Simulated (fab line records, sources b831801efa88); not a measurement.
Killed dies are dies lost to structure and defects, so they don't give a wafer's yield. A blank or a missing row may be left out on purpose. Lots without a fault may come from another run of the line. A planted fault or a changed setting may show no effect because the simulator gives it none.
fab line records | flow gf180mcu
record lots=5 wafers=15 last_day=32
route steps=602 shown DNWELL@37 NWELL@42 LVPWELL@54 MVSD@66 MVPSD@78
lots that met no fault: from a run of the same line without faults
start_h: hours from the record's first day to the start of the lot's first wafer shown | wait_h: hours since the lot's step before | " the same as in the row above | L1.1+2: a row that stands for several wafers | - no value, or no start given | * or withheld: withheld | < > ~ a bound
route shown NAME@n: a module of which the file shows steps, and the number in the route of the first | usual: mean/standard deviation of fault-free wafers | same: alike in all rows | chamber/n: place in a boat | sites: the reading at each site | _std_site: their standard deviation | _edge_site: outer sites' mean less inner sites' | radius_mm: how far each site lies from the wafer's centre | mask NAME#n: copy n | behind: the tool/chamber that last shaped the wafer | hold: why the lot was held/for how many hours/how that ended | device: the transistor (n, p or np) that didn't switch | end of line: the same wafers' tests at the end of the route | a step without rows: its recipe alone | killed: dies lost to structure and defects at the first sort, not the wafer's yield | map: a wafer's dies, x killed, . not, _ none there
set.NAME: the setting as run; set.NAME@STEP: as run at that earlier step | model.NAME: the simulator's own value behind a step, which no gauge read
lots at some steps of the route; a table a step, a row a wafer
services: from which hour (start_h, from the record's first day; less than 0 if before it) a tool's chamber was out of use, for how many hours, and why
## steps
# step GF_DNWELL_PEB_05
# recipe temp_c=115 time_s=withheld
# columns lot.wafer tool chamber start_h wait_h
L074.4+5+6 litho_track-03 0 - -
L080.1+3+4 litho_track-04 0 - -
L081.1+3+4 litho_track-04 0 - -
L084.1+5+6 litho_track-03 0 - -
L088.1+3+6 litho_track-04 0 - -
# step GF_DNWELL_DEVELOP_06
# recipe wall_angle_deg=90 develop_time_s=60 dev_temp_c=23
# columns lot.wafer tool chamber start_h wait_h
L074.4+5+6 litho_track-03 0 - -
L080.1+3+4 litho_track-04 0 - -
L081.1+3+4 litho_track-04 0 - -
L084.1+5+6 litho_track-03 0 - -
L088.1+3+6 litho_track-04 0 - -
# step GF_DNWELL_IMPLANT_07
# recipe species=P energy_kev=1500 dose_cm2=1e+13 tilt_deg=0
# usual dose_ions_cm2=1.0002e+13/1.2e+10
# columns lot.wafer tool chamber start_h wait_h dose_ions_cm2
L074.4 implanter-02 0 44.97 - 9.992e+12
L074.5 " 0 " " 9.997e+12
L074.6 " 0 " " 9.988e+12
L080.1 implanter-01 0 75.83 - 9.992e+12
L080.3 " 0 " " 9.979e+12
L080.4 " 0 " " 1.0001e+13
L081.1 implanter-03 0 88.68 - 1.0002e+13
L081.3 " 0 " " 1.0002e+13
L081.4 " 0 " " 1.0008e+13
L084.1 implanter-02 0 97.09 - 9.999e+12
L084.5 " 0 " " 1.0009e+13
L084.6 " 0 " " 9.997e+12
L088.1 implanter-02 0 116.88 - 1.0009e+13
L088.3 " 0 " " 1.0005e+13
L088.6 " 0 " " 1.0015e+13
# step GF_DNWELL_STRIP_08
# recipe chemistry=O2/N2 power_w=1400 pressure_mtorr=1500 platen_temp_c=250 o2_flow_sccm=3000 n2_flow_sccm=300 overash_fraction=0.5
# usual drypump_motor_current_A=5.68/0.22 heater_power_w=334/33 oes_product_au=0.723/0.0052 strip_time_to_endpoint_s=36.93/0.11
# columns lot.wafer tool chamber start_h wait_h drypump_motor_current_A heater_power_w oes_product_au rf_hours_counter_h strip_time_to_endpoint_s
L074.4 plasma_asher-01 0 45.08 0.1 5.78 388 0.721 - 36.91
L074.5 " 0 " " 5.79 385 0.721 - 36.98
L074.6 " 1 " " 5.49 306 0.726 - 37.00
L080.1 plasma_asher-02 0 75.98 0.1 6.23 338 0.726 41 36.87
L080.3 " 0 " " 6.21 336 0.730 - 36.88
L080.4 " 1 " " 5.49 325 0.725 - 36.85
L081.1 plasma_asher-04 1 88.83 0.1 5.47 292 0.722 45 36.94
L081.3 " 0 " " 5.81 343 0.735 - 37.01
L081.4 " 1 " " 5.48 290 0.727 - 36.97
L084.1 plasma_asher-01 0 97.24 0.1 5.75 387 0.724 45 36.98
L084.5 " 0 " " 5.74 380 0.727 - 36.97
L084.6 " 1 " " 5.51 302 0.724 - 36.91
L088.1 plasma_asher-01 0 117.03 0.1 5.81 382 0.732 48 37.04
L088.3 " 0 " " 5.77 381 0.718 - 37.10
L088.6 " 1 " " 5.47 298 0.716 - 37.05
# step GF_DNWELL_TW_MEAS_09
# usual DNWELL_TW=1366/14
# columns lot.wafer tool chamber start_h wait_h DNWELL_TW
L074.4 film_metro-02 - 45.18 0.1 1371
L074.5 " - " " 1379
L074.6 " - " " 1371
L080.1 film_metro-01 - 76.08 0.1 1345
L080.3 " - " " 1349
L080.4 " - " " 1352
L081.1 film_metro-04 - 88.93 0.1 1384
L081.3 " - " " 1388
L081.4 " - " " 1394
L084.1 film_metro-02 - 97.34 0.1 1364
L084.5 " - " " 1364
L084.6 " - " " 1368
L088.1 film_metro-01 - 117.13 0.1 1350
L088.3 " - " " 1362
L088.6 " - " " 1357
# step GF_NWELL_DEHYDRATE_00
# recipe temp_c=200 time_s=60
# columns lot.wafer tool chamber start_h wait_h
L074.4+5+6 litho_track-03 0 50.32 5.1
L080.1+3+4 litho_track-03 0 82.50 6.4
L081.1+3+4 litho_track-02 0 95.36 6.4
L084.1+5+6 litho_track-02 0 103.81 6.5
L088.1+3+6 litho_track-01 0 123.64 6.5
# step GF_NWELL_HMDS_01
# recipe prime_time_s=60 prime_temp_c=120
# columns lot.wafer tool chamber start_h wait_h
L074.4+5+6 litho_track-03 0 50.47 0.1
L080.1+3+4 litho_track-03 0 82.65 0.1
L081.1+3+4 litho_track-02 0 95.51 0.1
L084.1+5+6 litho_track-02 0 103.96 0.1
L088.1+3+6 litho_track-01 0 123.79 0.1
# step GF_NWELL_COAT_02
# recipe spin_rpm=2000 resist_thk_nm=3000
# columns lot.wafer tool chamber start_h wait_h
L074.4+5+6 litho_track-03 0 50.62 0.1
L080.1+3+4 litho_track-03 0 82.80 0.1
L081.1+3+4 litho_track-02 0 95.66 0.1
L084.1+5+6 litho_track-02 0 104.11 0.1
L088.1+3+6 litho_track-01 0 123.94 0.1
# step GF_NWELL_SOFTBAKE_03
# recipe temp_c=110 time_s=withheld
# columns lot.wafer tool chamber start_h wait_h
L074.4+5+6 litho_track-03 0 50.80 0.1
L080.1+3+4 litho_track-03 0 82.95 0.1
L081.1+3+4 litho_track-02 0 95.81 0.1
L084.1+5+6 litho_track-02 0 104.26 0.1
L088.1+3+6 litho_track-01 0 124.09 0.1
# step GF_NWELL_EXPOSE_04
# recipe mask_id=Nwell target_cd_nm=860 na=0.6 source_shape=conventional sigma_outer=0.6 dose_mj=260
# columns lot.wafer tool chamber start_h wait_h mask
L074.4+5+6 iline_stepper-02 0 - - Nwell#0
L080.1+3+4 iline_stepper-01 0 - - Nwell#0
L081.1+3+4 iline_stepper-02 0 - - Nwell#0
L084.1+5+6 iline_stepper-01 0 - - Nwell#0
L088.1+3+6 iline_stepper-01 0 - - Nwell#0
# step GF_NWELL_PEB_05
# recipe temp_c=115 time_s=withheld
# columns lot.wafer tool chamber start_h wait_h
L074.4+5+6 litho_track-01 0 - -
L080.1+3+4 litho_track-03 0 - -
L081.1+3+4 litho_track-01 0 - -
L084.1+5+6 litho_track-01 0 - -
L088.1+3+6 litho_track-01 0 - -
# step GF_NWELL_DEVELOP_06
# recipe wall_angle_deg=90 develop_time_s=60 dev_temp_c=23
# columns lot.wafer tool chamber start_h wait_h
L074.4+5+6 litho_track-01 0 - -
L080.1+3+4 litho_track-03 0 - -
L081.1+3+4 litho_track-01 0 - -
L084.1+5+6 litho_track-01 0 - -
L088.1+3+6 litho_track-01 0 - -
# step GF_NWELL_OVL_MEAS_07
# usual NWELL_OVL=0.0/1.3
# columns lot.wafer tool chamber start_h wait_h NWELL_OVL[nm]
L074.4 overlay-02 - 56.76 - 0.3
L074.5 " - " " 2.0
L074.6 " - " " 1.9
L080.1 overlay-01 - 89.74 - -1.8
L080.3 " - " " -2.6
L080.4 " - " " 0.0
L081.1 overlay-01 - 103.19 - 0.1
L081.3 " - " " -1.2
L081.4 " - " " 1.0
L084.1 overlay-02 - 111.99 - -0.2
L084.5 " - " " -0.4
L084.6 " - " " -0.7
L088.1 overlay-02 - 131.69 - 0.8
L088.3 " - " " -1.5
L088.6 " - " " -0.3
# step GF_NWELL_IMPLANT_08
# recipe species=P energy_kev=450 dose_cm2=1.5e+13 tilt_deg=0
# usual dose_ions_cm2=1.5002e+13/1.7e+10
# columns lot.wafer tool chamber start_h wait_h dose_ions_cm2
L074.4 implanter-04 0 56.86 0.1 1.4992e+13
L074.5 " 0 " " 1.4998e+13
L074.6 " 0 " " 1.4994e+13
L080.1 implanter-02 0 89.78 0.0 1.5003e+13
L080.3 " 0 " " 1.5e+13
L080.4 " 0 " " 1.499e+13
L081.1 implanter-04 0 103.23 0.0 1.5027e+13
L081.3 " 0 " " 1.5021e+13
L081.4 " 0 " " 1.5022e+13
L084.1 implanter-02 0 112.03 0.0 1.5007e+13
L084.5 " 0 " " 1.5024e+13
L084.6 " 0 " " 1.5014e+13
L088.1 implanter-04 0 131.73 0.0 1.4998e+13
L088.3 " 0 " " 1.5013e+13
L088.6 " 0 " " 1.4982e+13
# step GF_NWELL_IMPLANT_09
# recipe species=P energy_kev=160 dose_cm2=4e+12 tilt_deg=0
# usual dose_ions_cm2=4e+12/4.4e+09
# columns lot.wafer tool chamber start_h wait_h dose_ions_cm2
L074.4 implanter-04 0 57.01 0.1 4e+12
L074.5 " 0 " " 4e+12
L074.6 " 0 " " 4.001e+12
L080.1 implanter-02 0 89.93 0.1 4e+12
L080.3 " 0 " " 4.002e+12
L080.4 " 0 " " 3.999e+12
L081.1 implanter-04 0 103.38 0.1 3.997e+12
L081.3 " 0 " " 4.001e+12
L081.4 " 0 " " 4.006e+12
L084.1 implanter-02 0 112.18 0.1 4.001e+12
L084.5 " 0 " " 4.005e+12
L084.6 " 0 " " 3.998e+12
L088.1 implanter-04 0 131.88 0.1 4.011e+12
L088.3 " 0 " " 4.001e+12
L088.6 " 0 " " 4.006e+12
# step GF_NWELL_STRIP_10
# recipe chemistry=O2/N2 power_w=1400 pressure_mtorr=1500 platen_temp_c=250 o2_flow_sccm=3000 n2_flow_sccm=300 overash_fraction=0.5
# usual drypump_motor_current_A=5.8/0.33 heater_power_w=321/15 oes_product_au=0.723/0.0041 strip_time_to_endpoint_s=36.96/0.12
# columns lot.wafer tool chamber start_h wait_h drypump_motor_current_A heater_power_w oes_product_au rf_hours_counter_h strip_time_to_endpoint_s
L074.4 plasma_asher-02 0 57.11 0.1 6.1 327 0.722 - 37.18
L074.5 " 0 " " 6.2 334 0.724 - 37.12
L074.6 " 1 " " 5.5 330 0.727 - 37.02
L080.1 plasma_asher-03 0 90.08 0.1 6.1 295 0.728 26 37.26
L080.3 " 1 " " 5.4 321 0.722 - 37.26
L080.4 " 0 " " 6.2 302 0.724 - 37.25
L081.1 plasma_asher-04 1 103.53 0.1 5.5 300 0.723 46 37.13
L081.3 " 0 " " 5.8 350 0.728 - 37.06
L081.4 " 1 " " 5.5 298 0.715 - 37.13
L084.1 plasma_asher-02 1 112.33 0.1 5.5 320 0.725 45 37.07
L084.5 " 0 " " 6.3 330 0.717 - 37.11
L084.6 " 1 " " 5.5 331 0.728 - 37.00
L088.1 plasma_asher-04 1 132.03 0.1 5.5 326 0.719 2 37.02
L088.3 " 1 " " 5.5 311 0.715 - 36.93
L088.6 " 1 " " 5.5 309 0.724 - 36.90
# step GF_NWELL_TW_MEAS_11
# usual NWELL_TW=1582/20
# columns lot.wafer tool chamber start_h wait_h NWELL_TW
L074.4 film_metro-02 - 57.21 0.1 1590
L074.5 " - " " 1591
L074.6 " - " " 1589
L080.1 film_metro-03 - 90.18 0.1 1568
L080.3 " - " " 1570
L080.4 " - " " 1573
L081.1 film_metro-03 - 103.63 0.1 1581
L081.3 " - " " 1578
L081.4 " - " " 1580
L084.1 film_metro-03 - 112.43 0.1 1575
L084.5 " - " " 1564
L084.6 " - " " 1575
L088.1 film_metro-03 - 132.13 0.1 1554
L088.3 " - " " 1562
L088.6 " - " " 1555
# step GF_LVPWELL_DEHYDRATE_00
# recipe temp_c=200 time_s=60
# columns lot.wafer tool chamber start_h wait_h
L074.4+5+6 litho_track-01 0 63.12 5.9
L080.1+3+4 litho_track-04 0 96.73 6.5
L081.1+3+4 litho_track-02 0 109.66 6.0
L084.1+5+6 litho_track-01 0 118.99 6.6
L088.1+3+6 litho_track-04 0 139.68 7.5
# step GF_LVPWELL_HMDS_01
# recipe prime_time_s=60 prime_temp_c=120
# columns lot.wafer tool chamber start_h wait_h
L074.4+5+6 litho_track-01 0 63.27 0.1
L080.1+3+4 litho_track-04 0 96.88 0.1
L081.1+3+4 litho_track-02 0 109.81 0.1
L084.1+5+6 litho_track-01 0 119.14 0.1
L088.1+3+6 litho_track-04 0 139.83 0.1
# step GF_LVPWELL_COAT_02
# recipe spin_rpm=2000 resist_thk_nm=3000
# columns lot.wafer tool chamber start_h wait_h
L074.4+5+6 litho_track-01 0 63.42 0.1
L080.1+3+4 litho_track-04 0 97.03 0.1
L081.1+3+4 litho_track-02 0 109.96 0.1
L084.1+5+6 litho_track-01 0 119.29 0.1
L088.1+3+6 litho_track-04 0 139.98 0.1
# step GF_LVPWELL_SOFTBAKE_03
# recipe temp_c=110 time_s=withheld
# columns lot.wafer tool chamber start_h wait_h
L074.4+5+6 litho_track-01 0 63.60 0.1
L080.1+3+4 litho_track-04 0 97.18 0.1
L081.1+3+4 litho_track-02 0 110.11 0.1
L084.1+5+6 litho_track-01 0 119.44 0.1
L088.1+3+6 litho_track-04 0 140.13 0.1
# step GF_LVPWELL_EXPOSE_04
# recipe mask_id=LVPWELL target_cd_nm=600 na=0.6 source_shape=conventional sigma_outer=0.6 dose_mj=260
# columns lot.wafer tool chamber start_h wait_h mask
L074.4+5+6 iline_stepper-02 0 - - LVPWELL#0
L080.1+3+4 iline_stepper-02 0 - - LVPWELL#0
L081.1+3+4 iline_stepper-01 0 - - LVPWELL#0
L084.1+5+6 iline_stepper-02 0 - - LVPWELL#0
L088.1+3+6 iline_stepper-02 0 - - LVPWELL#0
# step GF_LVPWELL_PEB_05
# recipe temp_c=115 time_s=withheld
# columns lot.wafer tool chamber start_h wait_h
L074.4+5+6 litho_track-04 0 - -
L080.1+3+4 litho_track-01 0 - -
L081.1+3+4 litho_track-04 0 - -
L084.1+5+6 litho_track-01 0 - -
L088.1+3+6 litho_track-02 0 - -
# step GF_LVPWELL_DEVELOP_06
# recipe wall_angle_deg=90 develop_time_s=60 dev_temp_c=23
# columns lot.wafer tool chamber start_h wait_h
L074.4+5+6 litho_track-04 0 - -
L080.1+3+4 litho_track-01 0 - -
L081.1+3+4 litho_track-04 0 - -
L084.1+5+6 litho_track-01 0 - -
L088.1+3+6 litho_track-02 0 - -
# step GF_LVPWELL_OVL_MEAS_07
# usual LVPWELL_OVL=0.2/1.4
# columns lot.wafer tool chamber start_h wait_h LVPWELL_OVL[nm]
L074.4 overlay-01 - 70.15 - 2.3
L074.5 " - " " 1.0
L074.6 " - " " 0.8
L080.1 overlay-01 - 104.44 - -0.1
L080.3 " - " " 0.7
L080.4 " - " " 0.5
L081.1 overlay-02 - 117.23 - 2.4
L081.3 " - " " 1.5
L081.4 " - " " 0.3
L084.1 overlay-02 - 127.19 - -1.1
L084.5 " - " " -1.8
L084.6 " - " " -0.7
L088.1 overlay-02 - 147.56 - 1.2
L088.3 " - " " 0.0
L088.6 " - " " 0.3
# step GF_LVPWELL_IMPLANT_08
# recipe species=B energy_kev=173.1 dose_cm2=1.5e+13 tilt_deg=0
# usual dose_ions_cm2=1.5003e+13/1.6e+10
# columns lot.wafer tool chamber start_h wait_h dose_ions_cm2
L074.4 implanter-03 0 70.24 0.1 1.4989e+13
L074.5 " 0 " " 1.5e+13
L074.6 " 0 " " 1.4996e+13
L080.1 implanter-01 0 104.48 0.0 1.5012e+13
L080.3 " 0 " " 1.4993e+13
L080.4 " 0 " " 1.5017e+13
L081.1 implanter-04 0 117.26 0.0 1.5025e+13
L081.3 " 0 " " 1.5003e+13
L081.4 " 0 " " 1.4995e+13
L084.1 implanter-04 0 127.23 0.0 1.4986e+13
L084.5 " 0 " " 1.5006e+13
L084.6 " 0 " " 1.5009e+13
L088.1 implanter-04 0 147.60 0.0 1.5011e+13
L088.3 " 0 " " 1.5044e+13
L088.6 " 0 " " 1.5027e+13
# step GF_LVPWELL_IMPLANT_09
# recipe species=B energy_kev=60 dose_cm2=5e+12 tilt_deg=0
# usual dose_ions_cm2=5e+12/5.9e+09
# columns lot.wafer tool chamber start_h wait_h dose_ions_cm2
L074.4 implanter-03 0 70.39 0.1 5.002e+12
L074.5 " 0 " " 5.003e+12
L074.6 " 0 " " 5.007e+12
L080.1 implanter-01 0 104.63 0.1 4.997e+12
L080.3 " 0 " " 5.001e+12
L080.4 " 0 " " 4.996e+12
L081.1 implanter-04 0 117.41 0.1 5.002e+12
L081.3 " 0 " " 5.004e+12
L081.4 " 0 " " 5e+12
L084.1 implanter-04 0 127.38 0.1 4.992e+12
L084.5 " 0 " " 5.004e+12
L084.6 " 0 " " 5.001e+12
L088.1 implanter-04 0 147.75 0.1 4.995e+12
L088.3 " 0 " " 5.007e+12
L088.6 " 0 " " 4.993e+12
# step GF_LVPWELL_STRIP_10
# recipe chemistry=O2/N2 power_w=1400 pressure_mtorr=1500 platen_temp_c=250 o2_flow_sccm=3000 n2_flow_sccm=300 overash_fraction=0.5
# usual drypump_motor_current_A=5.8/0.33 heater_power_w=327/28 oes_product_au=0.722/0.0045 strip_time_to_endpoint_s=36.92/0.078
# columns lot.wafer tool chamber start_h wait_h drypump_motor_current_A heater_power_w oes_product_au rf_hours_counter_h strip_time_to_endpoint_s
L074.4 plasma_asher-02 1 70.50 0.1 5.5 328 0.719 - 36.99
L074.5 " 0 " " 6.2 330 0.717 - 37.07
L074.6 " 1 " " 5.5 332 0.711 - 37.01
L080.1 plasma_asher-03 0 104.78 0.1 6.2 299 0.724 27 36.93
L080.3 " 1 " " 5.5 322 0.723 - 36.84
L080.4 " 0 " " 6.2 296 0.721 - 36.80
L081.1 plasma_asher-01 0 117.56 0.1 5.8 389 0.720 48 36.95
L081.3 " 0 " " 5.8 381 0.724 - 36.87
L081.4 " 1 " " 5.5 300 0.721 - 36.89
L084.1 plasma_asher-03 0 127.53 0.1 6.2 309 0.725 29 36.94
L084.5 " 0 " " 6.2 294 0.724 - 37.01
L084.6 " 1 " " 5.4 323 0.720 - 36.98
L088.1 plasma_asher-03 0 147.90 0.1 6.1 301 0.726 32 36.97
L088.3 " 1 " " 5.4 322 0.726 - 36.93
L088.6 " 1 " " 5.5 313 0.711 - 36.87
# step GF_LVPWELL_TW_MEAS_11
# usual LVPWELL_TW=565/7.9
# columns lot.wafer tool chamber start_h wait_h LVPWELL_TW
L074.4 film_metro-02 - 70.59 0.1 567
L074.5 " - " " 568
L074.6 " - " " 570
L080.1 film_metro-02 - 104.88 0.1 561
L080.3 " - " " 562
L080.4 " - " " 562
L081.1 film_metro-02 - 117.66 0.1 561
L081.3 " - " " 564
L081.4 " - " " 565
L084.1 film_metro-02 - 127.63 0.1 562
L084.5 " - " " 562
L084.6 " - " " 563
L088.1 film_metro-04 - 148.00 0.1 570
L088.3 " - " " 575
L088.6 " - " " 569
# step GF_MVSD_DEHYDRATE_00
# recipe temp_c=200 time_s=60
# columns lot.wafer tool chamber start_h wait_h
L074.4+5+6 litho_track-03 0 76.57 6.0
L080.1+3+4 litho_track-01 0 111.99 7.1
L081.1+3+4 litho_track-03 0 124.44 6.8
L084.1+5+6 litho_track-03 0 134.59 7.0
L088.1+3+6 litho_track-04 0 155.23 7.2
# step GF_MVSD_HMDS_01
# recipe prime_time_s=60 prime_temp_c=120
# columns lot.wafer tool chamber start_h wait_h
L074.4+5+6 litho_track-03 0 76.72 0.1
L080.1+3+4 litho_track-01 0 112.14 0.1
L081.1+3+4 litho_track-03 0 124.59 0.1
L084.1+5+6 litho_track-03 0 134.74 0.1
L088.1+3+6 litho_track-04 0 155.38 0.1
# step GF_MVSD_COAT_02
# recipe spin_rpm=2000 resist_thk_nm=3000
# columns lot.wafer tool chamber start_h wait_h
L074.4+5+6 litho_track-03 0 76.87 0.1
L080.1+3+4 litho_track-01 0 112.29 0.1
L081.1+3+4 litho_track-03 0 124.74 0.1
L084.1+5+6 litho_track-03 0 134.89 0.1
L088.1+3+6 litho_track-04 0 155.53 0.1
# step GF_MVSD_SOFTBAKE_03
# recipe temp_c=110 time_s=withheld
# columns lot.wafer tool chamber start_h wait_h
L074.4+5+6 litho_track-03 0 77.05 0.1
L080.1+3+4 litho_track-01 0 112.44 0.1
L081.1+3+4 litho_track-03 0 124.89 0.1
L084.1+5+6 litho_track-03 0 135.04 0.1
L088.1+3+6 litho_track-04 0 155.68 0.1
# step GF_MVSD_EXPOSE_04
# recipe mask_id=MVSD target_cd_nm=1000 na=0.6 source_shape=conventional sigma_outer=0.6 dose_mj=260
# columns lot.wafer tool chamber start_h wait_h mask
L074.4+5+6 iline_stepper-02 0 - - MVSD#0
L080.1+3+4 iline_stepper-02 0 - - MVSD#0
L081.1+3+4 iline_stepper-02 0 - - MVSD#0
L084.1+5+6 iline_stepper-01 0 - - MVSD#0
L088.1+3+6 iline_stepper-01 0 - - MVSD#0
# step GF_MVSD_PEB_05
# recipe temp_c=115 time_s=withheld
# columns lot.wafer tool chamber start_h wait_h
L074.4+5+6 litho_track-03 0 - -
L080.1+3+4 litho_track-03 0 - -
L081.1+3+4 litho_track-03 0 - -
L084.1+5+6 litho_track-04 0 - -
L088.1+3+6 litho_track-03 0 - -
# step GF_MVSD_DEVELOP_06
# recipe wall_angle_deg=90 develop_time_s=60 dev_temp_c=23
# columns lot.wafer tool chamber start_h wait_h
L074.4+5+6 litho_track-03 0 - -
L080.1+3+4 litho_track-03 0 - -
L081.1+3+4 litho_track-03 0 - -
L084.1+5+6 litho_track-04 0 - -
L088.1+3+6 litho_track-03 0 - -
# step GF_MVSD_OVL_MEAS_07
# usual MVSD_OVL=-0.5/1.4
# columns lot.wafer tool chamber start_h wait_h MVSD_OVL[nm]
L074.4 overlay-01 - 84.41 - 0.3
L074.5 " - " " 1.3
L074.6 " - " " -1.0
L080.1 overlay-01 - 120.14 - -2.1
L080.3 " - " " -0.4
L080.4 " - " " -1.0
L081.1 overlay-02 - 132.24 - 0.0
L081.3 " - " " 0.7
L081.4 " - " " -1.2
L084.1 overlay-02 - 142.93 - -0.6
L084.5 " - " " -3.6
L084.6 " - " " -2.0
L088.1 overlay-01 - 163.64 - -0.9
L088.3 " - " " -1.5
L088.6 " - " " -1.9
# step GF_MVSD_IMPLANT_08
# recipe species=P energy_kev=400 dose_cm2=1.6e+13 tilt_deg=0
# usual dose_ions_cm2=1.5997e+13/1.9e+10
# columns lot.wafer tool chamber start_h wait_h dose_ions_cm2
L074.4 implanter-03 0 84.51 0.1 1.6009e+13
L074.5 " 0 " " 1.6014e+13
L074.6 " 0 " " 1.6003e+13
L080.1 implanter-03 0 120.18 0.0 1.6011e+13
L080.3 " 0 " " 1.6019e+13
L080.4 " 0 " " 1.6016e+13
L081.1 implanter-03 0 132.28 0.0 1.5976e+13
L081.3 " 0 " " 1.5988e+13
L081.4 " 0 " " 1.5948e+13
L084.1 implanter-04 0 142.96 0.0 1.6018e+13
L084.5 " 0 " " 1.5986e+13
L084.6 " 0 " " 1.5977e+13
L088.1 implanter-02 0 163.68 0.0 1.6017e+13
L088.3 " 0 " " 1.6046e+13
L088.6 " 0 " " 1.6041e+13
# step GF_MVSD_IMPLANT_09
# recipe species=P energy_kev=100 dose_cm2=5e+12 tilt_deg=0
# usual dose_ions_cm2=5e+12/5.3e+09
# columns lot.wafer tool chamber start_h wait_h dose_ions_cm2
L074.4 implanter-03 0 84.66 0.1 4.999e+12
L074.5 " 0 " " 4.996e+12
L074.6 " 0 " " 4.999e+12
L080.1 implanter-03 0 120.33 0.1 5e+12
L080.3 " 0 " " 4.997e+12
L080.4 " 0 " " 4.996e+12
L081.1 implanter-03 0 132.43 0.1 5e+12
L081.3 " 0 " " 5.005e+12
L081.4 " 0 " " 5.006e+12
L084.1 implanter-04 0 143.11 0.1 5.007e+12
L084.5 " 0 " " 5.003e+12
L084.6 " 0 " " 5.002e+12
L088.1 implanter-02 0 163.83 0.1 5e+12
L088.3 " 0 " " 5.001e+12
L088.6 " 0 " " 5e+12
# step GF_MVSD_STRIP_10
# recipe chemistry=O2/N2 power_w=1400 pressure_mtorr=1500 platen_temp_c=250 o2_flow_sccm=3000 n2_flow_sccm=300 overash_fraction=0.5
# usual drypump_motor_current_A=5.69/0.25 heater_power_w=331/36 oes_product_au=0.724/0.0045 strip_time_to_endpoint_s=36.93/0.1
# columns lot.wafer tool chamber start_h wait_h drypump_motor_current_A heater_power_w oes_product_au rf_hours_counter_h strip_time_to_endpoint_s
L074.4 plasma_asher-01 1 84.76 0.1 5.50 303 0.730 - 37.01
L074.5 " 1 " " 5.49 297 0.731 - 36.97
L074.6 " 0 " " 5.78 388 0.725 - 36.99
L080.1 plasma_asher-01 0 120.48 0.1 5.75 381 0.724 48 36.96
L080.3 " 1 " " 5.50 303 0.715 - 36.84
L080.4 " 0 " " 5.77 388 0.720 - 36.89
L081.1 plasma_asher-04 1 132.58 0.1 5.47 315 0.722 2 37.00
L081.3 " 1 " " 5.49 321 0.729 - 36.89
L081.4 " 0 " " 5.82 332 0.723 - 36.93
L084.1 plasma_asher-01 1 143.26 0.1 5.48 299 0.724 49 36.98
L084.5 " 0 " " 5.74 381 0.723 - 37.05
L084.6 " 1 " " 5.48 301 0.724 - 36.90
L088.1 plasma_asher-01 1 163.98 0.1 5.49 307 0.719 52 36.99
L088.3 " 0 " " 5.79 381 0.727 - 36.98
L088.6 " 1 " " 5.48 300 0.731 - 36.97
# step GF_MVSD_TW_MEAS_11
# usual MVSD_TW=1593/19
# columns lot.wafer tool chamber start_h wait_h MVSD_TW
L074.4 film_metro-03 - 84.86 0.1 1587
L074.5 " - " " 1581
L074.6 " - " " 1580
L080.1 film_metro-04 - 120.58 0.1 1619
L080.3 " - " " 1624
L080.4 " - " " 1625
L081.1 film_metro-02 - 132.68 0.1 1581
L081.3 " - " " 1584
L081.4 " - " " 1581
L084.1 film_metro-02 - 143.36 0.1 1581
L084.5 " - " " 1583
L084.6 " - " " 1583
L088.1 film_metro-04 - 164.08 0.1 1613
L088.3 " - " " 1615
L088.6 " - " " 1615
# step GF_MVPSD_DEHYDRATE_00
# recipe temp_c=200 time_s=60
# columns lot.wafer tool chamber start_h wait_h
L074.4+5+6 litho_track-02 0 91.04 6.2
L080.1+3+4 litho_track-02 0 127.66 7.1
L081.1+3+4 litho_track-03 0 140.14 7.5
L084.1+5+6 litho_track-02 0 150.36 7.0
L088.1+3+6 litho_track-02 0 171.81 7.7
# step GF_MVPSD_HMDS_01
# recipe prime_time_s=60 prime_temp_c=120
# columns lot.wafer tool chamber start_h wait_h
L074.4+5+6 litho_track-02 0 91.19 0.1
L080.1+3+4 litho_track-02 0 127.81 0.1
L081.1+3+4 litho_track-03 0 140.29 0.1
L084.1+5+6 litho_track-02 0 150.51 0.1
L088.1+3+6 litho_track-02 0 171.96 0.1
# step GF_MVPSD_COAT_02
# recipe spin_rpm=2000 resist_thk_nm=3000
# columns lot.wafer tool chamber start_h wait_h
L074.4+5+6 litho_track-02 0 91.34 0.1
L080.1+3+4 litho_track-02 0 127.96 0.1
L081.1+3+4 litho_track-03 0 140.44 0.1
L084.1+5+6 litho_track-02 0 150.66 0.1
L088.1+3+6 litho_track-02 0 172.11 0.1
# step GF_MVPSD_SOFTBAKE_03
# recipe temp_c=110 time_s=withheld
# columns lot.wafer tool chamber start_h wait_h
L074.4+5+6 litho_track-02 0 91.51 0.1
L080.1+3+4 litho_track-02 0 128.11 0.1
L081.1+3+4 litho_track-03 0 140.59 0.1
L084.1+5+6 litho_track-02 0 150.81 0.1
L088.1+3+6 litho_track-02 0 172.26 0.1
# step GF_MVPSD_EXPOSE_04
# recipe mask_id=MVPSD target_cd_nm=1000 na=0.6 source_shape=conventional sigma_outer=0.6 dose_mj=260
# columns lot.wafer tool chamber start_h wait_h mask
L074.4+5+6 iline_stepper-01 0 - - MVPSD#0
L080.1+3+4 iline_stepper-02 0 - - MVPSD#0
L081.1+3+4 iline_stepper-02 0 - - MVPSD#0
L084.1+5+6 iline_stepper-01 0 - - MVPSD#0
L088.1+3+6 iline_stepper-01 0 - - MVPSD#0
# step GF_MVPSD_PEB_05
# recipe temp_c=115 time_s=withheld
# columns lot.wafer tool chamber start_h wait_h
L074.4+5+6 litho_track-03 0 - -
L080.1+3+4 litho_track-04 0 - -
L081.1+3+4 litho_track-04 0 - -
L084.1+5+6 litho_track-04 0 - -
L088.1+3+6 litho_track-03 0 - -
# step GF_MVPSD_DEVELOP_06
# recipe wall_angle_deg=90 develop_time_s=60 dev_temp_c=23
# columns lot.wafer tool chamber start_h wait_h
L074.4+5+6 litho_track-03 0 - -
L080.1+3+4 litho_track-04 0 - -
L081.1+3+4 litho_track-04 0 - -
L084.1+5+6 litho_track-04 0 - -
L088.1+3+6 litho_track-03 0 - -
## services
# columns tool chamber start_h hours kind
implanter-03 - 23.82 3.6 repair
implanter-02 - 29.52 2.0 repair
implanter-01 - 31.20 2.7 repair
implanter-01 - 53.42 5.2 repair
implanter-02 - 54.63 3.9 repair
implanter-03 - 57.04 1.9 repair
iline_stepper-01 - 60.26 1.7 pm
plasma_asher-02 - 83.74 0.8 repair
plasma_asher-03 - 93.81 5.3 repair
implanter-02 - 94.16 1.5 repair
implanter-01 - 95.24 5.4 repair
plasma_asher-04 - 96.01 2.8 pm
implanter-02 - 100.21 3.5 pm
plasma_asher-04 - 108.75 9.0 pm
plasma_asher-04 0 108.75 9.0 vent_cycle
plasma_asher-04 1 108.75 9.0 vent_cycle
plasma_asher-04 0 117.75 - clean
plasma_asher-04 1 117.75 - clean
plasma_asher-01 - 121.49 13.7 repair
iline_stepper-02 - 129.29 1.7 pm
plasma_asher-02 - 135.14 14.6 pm
implanter-02 - 150.33 4.8 pm
plasma_asher-04 - 157.97 3.4 repair
## key
fault none
